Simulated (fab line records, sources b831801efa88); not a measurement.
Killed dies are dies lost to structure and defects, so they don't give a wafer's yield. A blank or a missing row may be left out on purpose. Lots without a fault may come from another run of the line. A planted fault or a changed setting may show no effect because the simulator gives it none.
Which tool did it? | flow sky130 | 12 lots, 36 wafers sampled, at 5 steps of a route of 708

WHAT THE GAUGES READ, wafer by wafer
SKY_VT_ADJUST_LVTN_OVL_MEAS_07. Usual: VT_ADJUST_LVTN_OVL -0.2 nm, standard deviation 1.4.
lot  | measured     | on         | VT_ADJUST_LVTN_OVL (nm) | flag
L789 | day 6 18:31  | overlay-01 | -0.5 1.7 -0.3           |
L790 | day 7 04:22  | overlay-01 | 0.4 0.3 2.0             |
L791 | day 7 09:29  | overlay-01 | -0.3 0.3 -0.3           |
L793 | day 8 02:19  | overlay-01 | 1.2 -0.9 1.4            |
L794 | day 8 08:33  | overlay-01 | -3.0 -2.0 -1.2          |
L796 | day 8 16:56  | overlay-02 | -0.4 -2.1 -1.6          |
L800 | day 10 02:19 | overlay-02 | -4.9 -2.5 -1.2          |
L801 | day 10 05:38 | overlay-02 | -2.2 -0.6 -1.9          |
L803 | day 10 17:12 | overlay-01 | 1.2 1.6 0.3             |
L806 | day 11 09:39 | overlay-01 | -0.1 0.1 2.4            |
L808 | day 12 12:46 | overlay-02 | -1.7 0.0 0.0            |
L812 | day 13 02:28 | overlay-02 | -0.4 0.4 0.0            |

SKY_VT_ADJUST_LVTN_TW_MEAS_10. Usual: VT_ADJUST_LVTN_TW 242.1, standard deviation 2.5.
lot  | measured     | on            | VT_ADJUST_LVTN_TW | flag
L789 | day 6 18:48  | film_metro-02 | 246.4 245.3 242.2 |
L790 | day 7 04:40  | film_metro-01 | 240.3 239.7 240.7 |
L791 | day 7 09:47  | film_metro-02 | 245.4 244.9 245.4 |
L793 | day 8 02:36  | film_metro-03 | 240.4 240.4 240.9 |
L794 | day 8 08:50  | film_metro-01 | 241.1 239.5 240.4 |
L796 | day 8 17:14  | film_metro-01 | 241.0 240.6 239.9 |
L800 | day 10 02:36 | film_metro-03 | 266.4 268.0 266.9 | OFF
L801 | day 10 05:55 | film_metro-02 | 245.1 245.2 245.9 |
L803 | day 10 17:30 | film_metro-02 | 271.6 271.1 271.3 | OFF
L806 | day 11 09:56 | film_metro-01 | 237.9 238.9 238.1 |
L808 | day 12 13:03 | film_metro-03 | 243.0 241.9 241.9 |
L812 | day 13 02:45 | film_metro-02 | 247.0 243.7 245.9 |

SKY_VT_ADJUST_LVTN_OVL_MEAS_18. Usual: VT_ADJUST_LVTN_01_OVL -0.9 nm, standard deviation 1.9.
lot  | measured     | on         | VT_ADJUST_LVTN_01_OVL (nm) | flag
L789 | day 7 13:59  | overlay-02 | -1.9 -2.0 -1.4             |
L790 | day 8 00:28  | overlay-02 | -4.9 -2.5 -1.6             |
L791 | day 8 05:58  | overlay-02 | -2.1 -0.1 -2.0             |
L793 | day 8 22:37  | overlay-02 | -2.0 -3.2 -4.7             |
L794 | day 9 04:57  | overlay-01 | -2.4 -3.9 -3.3             |
L796 | day 9 13:43  | overlay-02 | -0.8 -1.6 -0.4             |
L800 | day 11 00:34 | overlay-01 | -0.3 0.6 -1.1              |
L801 | day 11 04:24 | overlay-02 | -1.1 -1.1 -1.0             |
L803 | day 11 16:54 | overlay-01 | 0.8 1.5 1.2                |
L806 | day 12 10:01 | overlay-01 | 3.2 2.9 2.3                |
L808 | day 13 14:29 | overlay-02 | -3.0 -3.5 -4.0             |
L812 | day 14 04:02 | overlay-01 | 0.8 -0.4 -0.7              |

WHICH TOOL RAN EACH LOT (tool, then ch and the chambers of the sampled wafers, then the start)
lot  | SKY_NWELL_STRIP_14                   | SKY_VT_ADJUST_LVTN_IMPLANT_08
L789 | plasma_asher-04 ch 0,1, day 4 12:20  | implanter-04 ch 0, day 6 18:33
L790 | plasma_asher-03 ch 0,1, day 4 20:26  | implanter-04 ch 0, day 7 04:25
L791 | plasma_asher-03 ch 0,1, day 5 00:02  | implanter-03 ch 0, day 7 09:35
L793 | plasma_asher-03 ch 0,1, day 5 14:50  | implanter-02 ch 0, day 8 02:21
L794 | plasma_asher-01 ch 0,1, day 5 19:17  | implanter-02 ch 0, day 8 08:36
L796 | plasma_asher-04 ch 0,1, day 6 04:55  | implanter-04 ch 0, day 8 16:59
L800 | plasma_asher-01 ch 0,1, day 7 11:16  | implanter-04 ch 0, day 10 02:21
L801 | plasma_asher-01 ch 0,1, day 7 13:16  | implanter-02 ch 0, day 10 05:41
L803 | plasma_asher-03 ch 0,1, day 7 23:55  | implanter-04 ch 0, day 10 17:17
L806 | plasma_asher-01 ch 1, day 8 14:16    | implanter-03 ch 0, day 11 09:42
L808 | plasma_asher-03 ch 0,1, day 9 15:20  | implanter-03 ch 0, day 12 12:48
L812 | plasma_asher-03 ch 0,1, day 10 03:27 | implanter-04 ch 0, day 13 02:30
- SKY_NWELL_STRIP_14: strips in O2/N2.
- SKY_VT_ADJUST_LVTN_IMPLANT_08

WHAT THE TOOLS THEMSELVES READ (means of the sampled wafers that have a number; where no wafer has one, the mark that the record gives instead)
SKY_NWELL_STRIP_14. Usual: drypump_motor_current_A 5.94 A, standard deviation 0.26; n2_flow_sccm 299.9 sccm, standard deviation 0.86; oes_product_au 0.723 a.u., standard deviation 0.0043; strip_time_to_endpoint_s 36.96 s, standard deviation 0.098.
lot  | tool            | drypump_motor_current_A (A) | n2_flow_sccm (sccm) | oes_product_au (a.u.) | strip_time_to_endpoint_s (s) | flag
L789 | plasma_asher-04 | 5.94                        | 299.7               | 0.723                 | 36.74                        |
L790 | plasma_asher-03 | 5.82                        | 300.0               | 0.721                 | 37.00                        |
L791 | plasma_asher-03 | 5.81                        | 300.9               | 0.722                 | 36.94                        |
L793 | plasma_asher-03 | 5.95                        | 299.9               | 0.727                 | 37.01                        |
L794 | plasma_asher-01 | 5.86                        | 300.0               | 0.724                 | 36.93                        |
L796 | plasma_asher-04 | 5.98                        | 300.6               | 0.723                 | 36.90                        |
L800 | plasma_asher-01 | 5.86                        | 300.8               | 0.724                 | 37.00                        |
L801 | plasma_asher-01 | 6.07                        | 299.7               | 0.723                 | 37.03                        |
L803 | plasma_asher-03 | 5.82                        | 299.8               | 0.719                 | 36.81                        |
L806 | plasma_asher-01 | 5.66                        | 300.5               | 0.725                 | 37.02                        |
L808 | plasma_asher-03 | 5.82                        | 299.3               | 0.723                 | 36.93                        |
L812 | plasma_asher-03 | 5.83                        | 299.6               | 0.723                 | 37.16                        |

SKY_VT_ADJUST_LVTN_IMPLANT_08. Usual: dose_ions_cm2 1.5699e+12, standard deviation 1.6e+09; faraday_current_uA 8.84, standard deviation 0.19.
lot  | tool         | dose_ions_cm2 | faraday_current_uA | flag
L789 | implanter-04 | 1.5700e+12    | 8.74               |
L790 | implanter-04 | 1.5699e+12    | 8.73               |
L791 | implanter-03 | 1.5715e+12    | 8.83               |
L793 | implanter-02 | 1.5708e+12    | 9.12               |
L794 | implanter-02 | 1.5705e+12    | 8.92               |
L796 | implanter-04 | 1.5700e+12    | 8.60               |
L800 | implanter-04 | 2.2128e+12    | 12.56              | OFF
L801 | implanter-02 | 1.5695e+12    | 8.83               |
L803 | implanter-04 | 2.2126e+12    | 12.22              | OFF
L806 | implanter-03 | 1.5705e+12    | 8.75               |
L808 | implanter-03 | 1.5714e+12    | 8.71               |
L812 | implanter-04 | 1.5686e+12    | 9.03               |

THE ANSWER, worked out from the rows above alone
Rule: a lot is off if the mean of its wafers that have a number lies more than 3 standard deviations from the usual mean. A lot without any number at a reading at which 4 lots or more have one is off too. The other lots that the step has rows for count as sound. The gauges are gone through in route order, then the tools' own readings, and for those a lot's mean is taken as printed above. The first step at which some lot is off is used, and at that step the reading that is off furthest; a lot without a number counts as furthest.
Off: L800, L803, at SKY_VT_ADJUST_LVTN_TW_MEAS_10 (VT_ADJUST_LVTN_TW).
A tool fits if, at a process step before that reading, it ran every lot that is off, and no sound lot after the first of them. The gauges at SKY_VT_ADJUST_LVTN_TW_MEAS_10 aren't tried: what is off there is off at SKY_VT_ADJUST_LVTN_IMPLANT_08 too, on other tools, and a gauge's error can't cause that. None of those tried fits.

WHAT THE SIMULATOR HAD PUT IN
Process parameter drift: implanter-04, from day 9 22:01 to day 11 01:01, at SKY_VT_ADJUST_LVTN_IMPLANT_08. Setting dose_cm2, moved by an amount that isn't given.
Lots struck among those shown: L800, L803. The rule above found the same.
